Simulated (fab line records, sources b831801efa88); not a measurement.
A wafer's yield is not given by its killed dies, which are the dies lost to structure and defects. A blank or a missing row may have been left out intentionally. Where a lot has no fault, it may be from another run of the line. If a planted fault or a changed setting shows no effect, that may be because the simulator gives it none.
The tool behind it: which one? -- flow sky130 -- 24 lots, 72 wafers sampled, at 3 steps of a route of 708

## WHAT EACH GAUGE READ, for each wafer
SKY_VIA2_OVL_MEAS_13. Usual: VIA2_OVL typically reads 2 nm, with standard deviation 5.3.
lot,measured,on,VIA2_OVL (nm),flag
L074,day 36 17:37,overlay-01,0 0 -1,
L075,day 37 02:14,overlay-02,7 3 5,
L076,day 37 11:59,overlay-02,-3 -6 -8,
L077,day 38 01:40,overlay-02,3 -9 -8,
L079,day 38 03:54,overlay-01,6 4 6,
L078,day 38 10:17,overlay-02,12 8 6,
L080,day 38 16:26,overlay-01,-2 6 -4,
L081,day 39 04:49,overlay-01,15 5 14,
L082,day 39 08:04,overlay-02,0 0 -5,
L083,day 40 00:10,overlay-02,12 12 6,
L084,day 40 05:52,overlay-02,0 4 0,
L085,day 40 10:28,overlay-01,7 4 5,
L086,day 40 11:46,overlay-02,-9 1 -1,
L087,day 40 18:57,overlay-01,6 4 1,
L088,day 41 09:20,overlay-01,-6 -1 -6,
L089,day 41 15:08,overlay-02,-1 -4 0,
L090,day 41 18:12,overlay-02,5 5 5,
L091,day 41 21:51,overlay-02,6 0 8,
L092,day 42 04:18,overlay-02,-2 6 11,
L094,day 42 12:09,overlay-02,9 5 4,
L093,day 42 13:37,overlay-02,-5 1 5,
L095,day 43 01:25,overlay-01,-2 -5 -2,
L096,day 43 06:01,overlay-01,6 5 0,
L097,day 43 06:18,overlay-01,2 4 -1,

SKY_VIA2_RS_MEAS_22: measures by four-point-probe. Usual: VIA2_W_RS typically reads 0.271 ohm/sq, with standard deviation 0.0044.
lot,measured,on,VIA2_W_RS (ohm/sq),flag
L074,day 36 18:34,film_metro-03,0.270 0.273 0.271,
L075,day 37 03:13,film_metro-03,0.273 0.274 0.273,
L076,day 37 12:56,film_metro-03,0.265 0.266 0.270,
L077,day 38 02:37,film_metro-01,0.273 0.273 0.270,
L079,day 38 04:51,film_metro-01,0.274 0.266 0.267,
L078,day 38 11:37,film_metro-03,0.273 0.273 0.271,
L080,day 38 17:28,film_metro-02,0.279 0.271 0.269,
L081,day 39 05:48,film_metro-01,0.276 0.269 0.267,
L082,day 39 09:29,film_metro-02,0.276 0.270 0.272,
L083,day 40 01:06,film_metro-02,0.271 0.276 0.269,
L084,day 40 06:48,film_metro-03,0.266 0.274 0.269,
L085,day 40 11:37,film_metro-02,0.266 0.270 0.265,
L086,day 40 12:43,film_metro-02,0.273 0.281 0.272,
L087,day 40 19:53,film_metro-02,0.272 0.275 0.278,
L088,day 41 10:16,film_metro-03,0.270 0.272 0.276,
L089,day 41 16:06,film_metro-02,0.279 0.280 0.272,
L090,day 41 19:10,film_metro-03,0.261 0.267 0.268,
L091,day 41 22:47,film_metro-03,0.272 0.267 0.268,
L092,day 42 05:13,film_metro-01,0.272 0.264 0.266,
L094,day 42 13:06,film_metro-03,0.264 0.261 0.265,
L093,day 42 14:37,film_metro-01,0.272 0.277 0.267,
L095,day 43 02:28,film_metro-03,0.267 0.269 0.265,
L096,day 43 06:59,film_metro-01,0.262 0.263 0.269,
L097,day 43 07:19,film_metro-02,0.272 0.274 0.277,

## WHICH TOOL RAN EACH LOT (tool, then ch and the chambers of the sampled wafers, then the start)
lot,SKY_VIA1_STRIP_16
L074,"plasma_asher-03 ch 0,1, day 34 08:39"
L075,"plasma_asher-03 ch 0,1, day 34 18:07"
L076,"plasma_asher-04 ch 0,1, day 35 04:37"
L077,"plasma_asher-03 ch 0,1, day 35 18:48"
L079,"plasma_asher-04 ch 1, day 35 21:23"
L078,"plasma_asher-03 ch 0,1, day 36 03:09"
L080,"plasma_asher-04 ch 0,1, day 36 09:47"
L081,"plasma_asher-03 ch 0,1, day 36 22:13"
L082,"plasma_asher-01 ch 1, day 37 03:16"
L083,"plasma_asher-04 ch 0,1, day 37 17:18"
L084,"plasma_asher-03 ch 0,1, day 38 00:32"
L085,"plasma_asher-01 ch 1, day 38 04:33"
L086,"plasma_asher-03 ch 0,1, day 38 05:58"
L087,"plasma_asher-03 ch 0, day 38 13:37"
L088,"plasma_asher-03 ch 0,1, day 39 05:27"
L089,"plasma_asher-04 ch 0,1, day 39 10:36"
L090,"plasma_asher-01 ch 0,1, day 39 14:41"
L091,"plasma_asher-01 ch 0,1, day 39 17:06"
L092,"plasma_asher-01 ch 0,1, day 40 00:04"
L094,"plasma_asher-04 ch 0,1, day 40 08:31"
L093,"plasma_asher-04 ch 0,1, day 40 10:57"
L095,"plasma_asher-04 ch 0, day 40 22:26"
L096,"plasma_asher-03 ch 0,1, day 41 01:49"
L097,"plasma_asher-04 ch 0,1, day 41 04:00"
- SKY_VIA1_STRIP_16: strips in O2/N2.

## WHAT THE TOOLS THEMSELVES READ (means of the sampled wafers that have a number; where no wafer has one, the mark that the record gives instead)
SKY_VIA1_STRIP_16. Usual: drypump_motor_current_A 5.7 A, standard deviation 0.42; oes_product_au 0.416 a.u., standard deviation 0.0048; strip_time_to_endpoint_s 4.459 s, standard deviation 0.024.
lot,tool,drypump_motor_current_A (A),oes_product_au (a.u.),strip_time_to_endpoint_s (s),flag
L074,plasma_asher-03,5.4,0.414,4.425,
L075,plasma_asher-03,5.7,0.418,4.481,
L076,plasma_asher-04,5.9,0.421,4.446,
L077,plasma_asher-03,5.7,0.418,4.445,
L079,plasma_asher-04,5.7,0.418,4.480,
L078,plasma_asher-03,5.4,0.419,4.479,
L080,plasma_asher-04,5.8,0.415,4.437,
L081,plasma_asher-03,5.7,0.415,4.480,
L082,plasma_asher-01,5.4,0.415,4.457,
L083,plasma_asher-04,5.8,0.414,4.464,
L084,plasma_asher-03,5.7,0.415,4.469,
L085,plasma_asher-01,5.4,0.412,4.450,
L086,plasma_asher-03,5.7,0.413,4.445,
L087,plasma_asher-03,5.1,0.415,4.444,
L088,plasma_asher-03,5.7,0.419,4.450,
L089,plasma_asher-04,5.9,0.418,4.471,
L090,plasma_asher-01,6.0,0.416,4.471,
L091,plasma_asher-01,6.1,0.414,4.444,
L092,plasma_asher-01,6.0,0.417,4.473,
L094,plasma_asher-04,5.9,0.417,4.481,
L093,plasma_asher-04,5.8,0.413,4.477,
L095,plasma_asher-04,6.0,0.418,4.452,
L096,plasma_asher-03,5.4,0.413,4.443,
L097,plasma_asher-04,5.9,0.417,4.457,

## THE ANSWER, worked out from the rows above alone
Rule: a lot is off if the mean of its wafers that have a number lies more than 3 standard deviations from the usual mean. Also off: a lot with no number at a reading for which 4 or more lots have one. The other lots that the step has rows for count as sound. After the gauges, taken in route order, come the tools' own readings; for these a lot's mean is taken, as printed above. At the first step where some lot is off, the reading lying furthest off is the one used; lots without a number count as furthest.
Nothing can be told from this: no lot is off at any reading shown.

## WHAT THE SIMULATOR PUT IN
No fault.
